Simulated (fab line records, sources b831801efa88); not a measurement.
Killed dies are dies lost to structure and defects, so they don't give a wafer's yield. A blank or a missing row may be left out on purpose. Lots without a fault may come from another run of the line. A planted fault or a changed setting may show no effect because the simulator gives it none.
Split-lot experiment | flow sfq_line | 5 lots, 23 wafers read, on a route of 325 steps

THE SPLIT
At SFQ_TRILAYER_M4_ETCH_METAL_ETCH_096 (etches Nb in Cl2/Ar, stops on SiO2, target depth 240 nm, time 120 s), the setting time_s was moved away from the recipe's 120 s on 10 of the 23 wafers read, by -14.2% to +9.8%. The other wafers ran this setting at the recipe's value.

The reading is taken at the split's own step.

THE READING
KrF_of_TRILAYER_M4_LITHO_COAT_093.thk_nm (the simulator's own value, which no gauge read), in nm, at SFQ_TRILAYER_M4_ETCH_METAL_ETCH_096 (etches Nb in Cl2/Ar, stops on SiO2, target depth 240 nm, time 120 s). The file gives no usual value for it. The 13 wafers here that ran the recipe average 383.9 nm, standard deviation 2.1 nm.

wafer  | tool, chamber at the split | time_s as run, s | against the recipe | KrF_of_TRILAYER_M4_LITHO_COAT_093.thk_nm, nm | against lot-mates on the recipe
L074.1 | rie_metal-01, 1            | 102.9            | -14.2%             | 401.3                                        | +19.7
L074.2 | rie_metal-01, 0            | 120              | recipe             | 382.7                                        | -
L074.3 | rie_metal-01, 1            | 102.9            | -14.2%             | 400.8                                        | +19.2
L074.5 | rie_metal-01, 1            | 120              | recipe             | 380.6                                        | -
L074.6 | rie_metal-01, 0            | 102.9            | -14.2%             | 405.6                                        | +24.0
L077.2 | rie_metal-02, 0            | 120              | recipe             | 383.3                                        | -
L077.3 | rie_metal-02, 1            | 120              | recipe             | 383.1                                        | -
L077.4 | rie_metal-02, 0            | 131.8            | +9.8%              | 368.3                                        | -15.4
L077.5 | rie_metal-02, 1            | 120              | recipe             | 384.6                                        | -
L077.6 | rie_metal-02, 0            | 131.8            | +9.8%              | 367.8                                        | -15.9
L081.1 | rie_metal-02, 1            | 130.8            | +9.0%              | 371                                          | -11.9
L081.2 | rie_metal-02, 0            | 130.8            | +9.0%              | 370.5                                        | -12.4
L081.3 | rie_metal-02, 0            | 120              | recipe             | 382.4                                        | -
L081.4 | rie_metal-02, 1            | 130.8            | +9.0%              | 370.3                                        | -12.6
L081.5 | rie_metal-02, 0            | 120              | recipe             | 383.3                                        | -
L082.2 | rie_metal-04, 1            | 120              | recipe             | 383.9                                        | -
L082.3 | rie_metal-04, 1            | 120              | recipe             | 383.8                                        | -
L082.4 | rie_metal-04, 0            | 120              | recipe             | 389.2                                        | -
L085.1 | rie_metal-01, 0            | 129.4            | +7.8%              | 377.3                                        | -7.4
L085.2 | rie_metal-01, 1            | 129.4            | +7.8%              | 369.8                                        | -14.9
L085.3 | rie_metal-01, 0            | 120              | recipe             | 386                                          | -
L085.5 | rie_metal-01, 1            | 120              | recipe             | 382.1                                        | -
L085.6 | rie_metal-01, 0            | 120              | recipe             | 386.1                                        | -

THE FIT
A straight line over all 23 wafers: KrF_of_TRILAYER_M4_LITHO_COAT_093.thk_nm changes by -1.39 nm for each +1% of time_s; r = -0.98; the points scatter about the line by 2.3 nm.
The same after taking each lot's own level away (the mean of its wafers on the recipe; 23 wafers): -1.46 nm for each +1%; r = -0.98; scatter 2 nm.
On that fit, the largest move of time_s shifts the reading by 21 nm.
The lots' own levels span 381.65 to 385.63 nm, that is 1.9 times the standard deviation above.
So the lot-to-lot level changes the slope little: the two slopes agree.
Check: with one of the wafers moved furthest among these (-14.2%) left out of the fit, the line predicts +21.3 nm for it against its lot-mates. It came out at +19.7 nm against them.

THE FILE'S OWN FIT
KrF_of_TRILAYER_M4_LITHO_COAT_093.thk_nm changes by -1.47 nm for each +1% of time_s, r = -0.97.
